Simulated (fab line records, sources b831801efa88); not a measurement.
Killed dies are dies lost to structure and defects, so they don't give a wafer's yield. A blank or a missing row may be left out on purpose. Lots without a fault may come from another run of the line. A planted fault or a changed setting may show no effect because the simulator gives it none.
A struck lot beside a sound one | flow sky130 | 13 steps out of a route of 708
Sound: wafers L616.1, L616.2, L616.3. Struck: wafers L620.3, L620.5, L620.6. The cause comes at the end.
At each step with rows: each side's tool, then ch and its chambers, then its first start. Under that, the readings that differ: sound wafers | struck wafers | difference of the means | sigmas: that difference in standard deviations of wafers without a fault.
alike: readings whose means differ by less than 2 such deviations, and words and numbers that are the same on both sides. not compared: withheld readings, readings that some wafer has no value for, bounds like >300 that may hide the same value, and numbers for which the record gives no deviation and whose values overlap.
The two part at a step that has a row with sigmas, a row that says differs or no value, or rows on one side only. Numbers that don't overlap but have no deviation are shown without sigmas and don't part them. A reading that every wafer of one side lacks parts them only if that side has two wafers or more.

SKY_FIELD_ISO_BOW_MEAS_00:
  sound on film_metro-02, day 2 21:00; struck on film_metro-04, day 3 17:02
  alike: INCOMING_BOW
then, 1 step without rows for these wafers: SKY_FIELD_ISO_OXIDATION_01 (stabilise 600 s, purge 300 s, target thk 12 nm).
SKY_FIELD_ISO_THK_MEAS_02:
  sound on film_metro-03, day 2 22:38; struck on film_metro-02, day 3 18:39
  alike: FIELD_ISO_OXIDATION_00_THK
then, 1 step without rows for these wafers: SKY_FIELD_ISO_CVD_03 (deposits Si3N4 from DCS/NH3, target thk 165 nm, time 2830 s).
SKY_FIELD_ISO_THK_MEAS_04:
  sound on film_metro-03, day 3 00:29; struck on film_metro-04, day 3 21:07
  alike: FIELD_ISO_CVD_03_THK
then, 6 steps without rows for these wafers: SKY_FIELD_ISO_DEHYDRATE_05 (time 60 s); SKY_FIELD_ISO_HMDS_06 (prime time 60 s); SKY_FIELD_ISO_COAT_07 (resist thk 60 nm); SKY_FIELD_ISO_COAT_08 (resist thk 450 nm); SKY_FIELD_ISO_SOFTBAKE_09 (time 90 s); SKY_FIELD_ISO_EXPOSE_10 (exposes mask FOM, target cd 150 nm).
SKY_FIELD_ISO_PEB_11:
  sound on litho_track-01 ch 0, day 3 15:00; struck on litho_track-01, day 4 13:00
  reading         | sound          | struck | difference                    | sigmas
  exhaust_pa (Pa) | 44.5 44.9 45.2 | - - -  | no value on the struck wafers |
  not compared: chill_plate_temp_C
then, 1 step without rows for these wafers: SKY_FIELD_ISO_DEVELOP_12 (develop time 60 s).

WHERE THEY PART
Only at SKY_FIELD_ISO_PEB_11, within this record.

WHY: what the simulator had put in
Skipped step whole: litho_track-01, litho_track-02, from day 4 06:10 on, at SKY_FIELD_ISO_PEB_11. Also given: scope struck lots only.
